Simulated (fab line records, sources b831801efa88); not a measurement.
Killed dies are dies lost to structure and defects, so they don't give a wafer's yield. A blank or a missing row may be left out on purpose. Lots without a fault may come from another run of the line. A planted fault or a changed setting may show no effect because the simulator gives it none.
A struck lot beside a sound one | flow sky130 | 30 steps out of a route of 708
Sound: wafers L473.1, L473.2, L473.5. Struck: wafers L482.1, L482.2, L482.3. The cause comes at the end.
At each step with rows: each side's tool, then ch and its chambers, then its first start. Under that, the readings that differ: sound wafers | struck wafers | difference of the means | sigmas: that difference in standard deviations of wafers without a fault.
alike: readings whose means differ by less than 2 such deviations, and words and numbers that are the same on both sides. not compared: withheld readings, readings that some wafer has no value for, bounds like >300 that may hide the same value, and numbers for which the record gives no deviation and whose values overlap.
The two part at a step that has a row with sigmas, a row that says differs or no value, or rows on one side only. Numbers that don't overlap but have no deviation are shown without sigmas and don't part them. A reading that every wafer of one side lacks parts them only if that side has two wafers or more.

first, 5 steps without rows for these wafers: SKY_SONOS_ONO_COAT_08 (resist thk 1140 nm); SKY_SONOS_ONO_SOFTBAKE_09 (time 60 s); SKY_SONOS_ONO_EXPOSE_10 (exposes mask ONOM, target cd 410 nm); SKY_SONOS_ONO_PEB_11; SKY_SONOS_ONO_DEVELOP_12 (develop time 60 s).
SKY_SONOS_ONO_CD_MEAS_13: target cd 410 nm.
  sound on cd_sem-02, day 15 19:47; struck on cd_sem-02, day 18 16:08
  alike: cd_nm
SKY_SONOS_ONO_OVL_MEAS_14:
  sound on overlay-01, day 15 19:54; struck on overlay-01, day 18 16:16
  alike: SONOS_ONO_OVL
SKY_SONOS_ONO_ETCH_15: etches the open film in CHF3/O2, target depth 19.52 nm, time 8.101 s.
  sound on rie_diel-01 ch 0,2,3, day 15 19:56; struck on rie_diel-04 ch 1,2,3, day 18 16:17
  alike: chamber_pressure_mTorr, drypump_motor_current_A, oes_product_au, throttle_valve_pct
  not compared: rf_hours_counter_h
then, 1 step without rows for these wafers: SKY_SONOS_ONO_WET_ETCH_16 (etches SiO2 in dHF, target depth 14 nm, time 280 s).
SKY_SONOS_ONO_STRIP_17: strips in O2/N2.
  sound on plasma_asher-02 ch 0,1, day 15 20:04; struck on plasma_asher-03 ch 0,1, day 18 16:25
  alike: chamber_pressure_mTorr, drypump_motor_current_A, oes_product_au, strip_time_to_endpoint_s
  not compared: rf_hours_counter_h
then, 2 steps without rows for these wafers: SKY_SONOS_ONO_WET_ETCH_18 (etches Si3N4 in H3PO4, target depth 15 nm, time 172 s); SKY_GATE_OXIDE_CLEAN_00 (cleans in SC1/SC2, time 150 s).
SKY_GATE_OXIDE_OXIDATION_01: stabilise 600 s, purge 300 s, target thk 10.268 nm.
  sound on furnace-02 ch 0, day 15 22:59; struck on furnace-01 ch 0, day 18 16:54
  reading                                           | sound             | struck            | difference | sigmas
  model.SiO2_of_GATE_OXIDE_OXIDATION_01.thk_nm (nm) | 10.32 10.18 10.12 | 12.74 12.77 12.91 | +2.60      |
  alike: tube_center_temp_C_max
SKY_GATE_OXIDE_THK_MEAS_02:
  sound on film_metro-01, day 16 00:23; struck on film_metro-04, day 18 18:19
  reading                          | sound             | struck            | difference | sigmas
  GATE_OXIDE_OXIDATION_00_THK (nm) | 10.33 10.21 10.10 | 12.70 12.78 12.89 | +2.58      | +14
then, 7 steps without rows for these wafers: SKY_GATE_OXIDE_DEHYDRATE_03 (time 60 s); SKY_GATE_OXIDE_HMDS_04 (prime time 60 s); SKY_GATE_OXIDE_COAT_05 (resist thk 1140 nm); SKY_GATE_OXIDE_SOFTBAKE_06 (time 58.68 s); SKY_GATE_OXIDE_EXPOSE_07 (exposes mask LVOM, target cd 600 nm); SKY_GATE_OXIDE_PEB_08; SKY_GATE_OXIDE_DEVELOP_09 (develop time 60 s).
SKY_GATE_OXIDE_OVL_MEAS_10:
  sound on overlay-01, day 17 04:44; struck on overlay-02, day 20 01:32
  alike: GATE_OXIDE_OVL
then, 2 steps without rows for these wafers: SKY_GATE_OXIDE_IMPLANT_11; SKY_GATE_OXIDE_WET_ETCH_12 (etches SiO2 in dHF, target depth 16.8 nm, time 336 s).
SKY_GATE_OXIDE_STRIP_13: strips in O2/N2.
  sound on plasma_asher-04 ch 0,1, day 17 05:03; struck on plasma_asher-04 ch 0,1, day 20 01:50
  alike: chamber_pressure_mTorr, drypump_motor_current_A, oes_product_au, strip_time_to_endpoint_s
  not compared: rf_hours_counter_h
SKY_GATE_OXIDE_TW_MEAS_14:
  sound on film_metro-02, day 17 05:09; struck on film_metro-04, day 20 01:56
  reading       | sound             | struck            | difference | sigmas
  GATE_OXIDE_TW | 224.7 222.9 223.2 | 225.4 225.3 226.8 | +2.2       | +2
then, 1 step without rows for these wafers: SKY_GATE_OXIDE_CLEAN_15 (cleans in SC1/SC2, time 150 s).
SKY_GATE_OXIDE_OXIDATION_16: stabilise 600 s, purge 300 s, target thk 3.57 nm.
  sound on furnace-02 ch 0, day 17 05:37; struck on furnace-01 ch 0, day 20 02:02
  reading                                           | sound             | struck            | difference | sigmas
  model.SiO2_of_GATE_OXIDE_OXIDATION_01.thk_nm (nm) | 11.69 11.57 11.52 | 13.96 13.94 14.09 | +2.40      |
  alike: tube_center_temp_C_max
then, 1 step without rows for these wafers: SKY_POLY_GATE_CVD_00 (deposits poly-Si, target thk 180 nm, time 720 s).
-- the record jumps here: 30 days lie between the struck wafers' starts before and after (it left off in module POLY_GATE and takes up again in module PAD_OPEN, whose first step shown is number 708 of the route) --
SKY_PAD_OPEN_PROBE_99:
  sound on prober-01, day 48 05:13; struck on prober-02, day 49 20:27
  reading                                | sound                         | struck                        | difference | sigmas
  model.etest.nfet_16v.r_on_ohm_um       | 1.404e+04 1.404e+04 1.392e+04 | 1.524e+04 1.517e+04 1.526e+04 | +1.223e+03 |
  model.etest.pfet_16v.r_on_ohm_um       | 1.56e+04 1.559e+04 1.559e+04  | 1.567e+04 1.581e+04 1.607e+04 | +2.567e+02 |
  model.etest.tip_sonos.rs_ohm_sq        | 2649 2588 2589                | 3246 3298 3325                | +681       |
  model.etest.pfet_g5v0d10v5.r_on_ohm_um | 4895 4821 4761                | 5279 5320 5332                | +485       |
  model.etest.nfet_g5v0d10v5.r_on_ohm_um | 1935 1925 1917                | 2110 2091 2102                | +175       |
  model.etest.nfet_g5v0d10v5.drive_ua_um | 595 605 605.3                 | 500.4 505.1 498.8             | -100.3     |
  model.etest.nfet_05v0_nvt.drive_ua_um  | 568 577.8 577.4               | 490.9 494.1 489.1             | -83.0      |
  model.etest.pfet_g5v0d10v5.drive_ua_um | 332.7 339.4 341.8             | 290.6 292.9 291.1             | -46.4      |
  alike: killed_at_M0_to_M3, killed_at_M4_up, killed_at_contacts, killed_at_front_end, killed_at_other, killed_dies, killed_open, killed_short

WHERE THEY PART
First at SKY_GATE_OXIDE_THK_MEAS_02; last, within this record, at SKY_GATE_OXIDE_TW_MEAS_14. Later steps at which nothing parts them and some readings are alike: SKY_GATE_OXIDE_OXIDATION_16, SKY_PAD_OPEN_PROBE_99.

WHY: what the simulator had put in
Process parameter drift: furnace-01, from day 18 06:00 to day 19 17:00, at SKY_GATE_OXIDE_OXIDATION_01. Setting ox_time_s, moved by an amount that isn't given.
